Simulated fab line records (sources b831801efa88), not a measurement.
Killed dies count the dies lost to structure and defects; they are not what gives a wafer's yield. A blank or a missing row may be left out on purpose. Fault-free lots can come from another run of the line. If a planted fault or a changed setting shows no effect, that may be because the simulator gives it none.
A struck lot beside a sound one | flow sky130 | 16 out of 708 route steps
Sound: these wafers, L382.1, L382.3, L382.4. Struck: wafers L395.1, L395.3, L395.6. The cause comes at the end.
At each step with rows: each side's tool, then ch and its chambers, then its first start. Under that, the readings that differ: sound wafers | struck wafers | difference of the means | sigmas: that difference in standard deviations of wafers without a fault.
alike: same words and numbers on both sides, and readings whose means sit less than 2 such deviations apart. not compared: any withheld reading, any reading some wafer has no value for, any bound like >300 that may hide the same value, and any number with overlapping values for which the record gives no deviation.
The two part at a step that has a row with sigmas, a row that says differs or no value, or rows on one side only. Numbers that don't overlap but have no deviation are shown without sigmas and don't part them. A reading missing from all wafers of one side parts the sides only when that side holds two or more wafers.

first, 2 steps without rows for these wafers: SKY_VT_ADJUST_PCH_PEB_05; SKY_VT_ADJUST_PCH_DEVELOP_06 (develop time 60 s).
SKY_VT_ADJUST_PCH_OVL_MEAS_07:
  sound on overlay-01, day 12 10:24; struck on overlay-01, day 15 15:47
  alike: VT_ADJUST_PCH_OVL
following that, these wafers have no rows for 1 step: SKY_VT_ADJUST_PCH_IMPLANT_08.
SKY_VT_ADJUST_PCH_STRIP_09: strips in O2/N2.
  sound on plasma asher-02 ch 0,1, day 12 10:38; struck on plasma asher-03 ch 0,1, day 15 15:59
  reading                      | sound             | struck            | difference | sigmas
  strip time to endpoint s (s) | 36.71 36.68 36.73 | 37.17 37.01 37.07 | +0.38      | +3
  alike: drypump motor current A, n2 flow sccm, oes product au
  not compared: rf hours counter h
SKY_VT_ADJUST_PCH_TW_MEAS_10:
  sound on film metro-01, day 12 10:44; struck on film metro-01, day 15 16:05
  alike: VT_ADJUST_PCH_TW
then, 6 steps without rows for these wafers: SKY_SONOS_TUNNEL_DEHYDRATE_00 (time 60 s); SKY_SONOS_TUNNEL_HMDS_01 (prime time 60 s); SKY_SONOS_TUNNEL_COAT_02 (resist thk 1140 nm); SKY_SONOS_TUNNEL_SOFTBAKE_03 (time 60 s); SKY_SONOS_TUNNEL_EXPOSE_04 (exposes mask TUNM, target cd 410 nm); SKY_SONOS_TUNNEL_PEB_05.
SKY_SONOS_TUNNEL_DEVELOP_06: develop time 60 s.
  sound on litho track-01 ch 0, day 13 11:24; struck on litho track-04 ch 0, day 16 19:45
SKY_SONOS_TUNNEL_CD_MEAS_07 targets a cd of 410 nm.
  sound on cd sem-02, day 13 11:33; struck on cd sem-02, day 16 20:11
  reading    | sound             | struck            | difference | sigmas
  cd nm (nm) | 406.4 407.2 405.0 | 381.4 378.5 379.5 | -26.4      | -15
  not compared: hold
SKY_SONOS_TUNNEL_OVL_MEAS_08:
  sound on overlay-01, day 13 11:40; struck on overlay-02, day 16 23:50
  reading | sound | struck                                                                     | difference                   | sigmas
  hold    | - - - | await dispo/3.5h/release await dispo/3.5h/release await dispo/3.5h/release | no value on the sound wafers |
  alike: SONOS_TUNNEL_OVL
SKY_PAD_OPEN_PROBE_99:
  rows exist in the record for the sound wafers here (prober-01, day 47 10:35), none for the struck ones

## WHERE THEY PART
Earliest at SKY_VT_ADJUST_PCH_STRIP_09; latest, in this record, at SKY_PAD_OPEN_PROBE_99.

WHY: what had been put in by the simulator
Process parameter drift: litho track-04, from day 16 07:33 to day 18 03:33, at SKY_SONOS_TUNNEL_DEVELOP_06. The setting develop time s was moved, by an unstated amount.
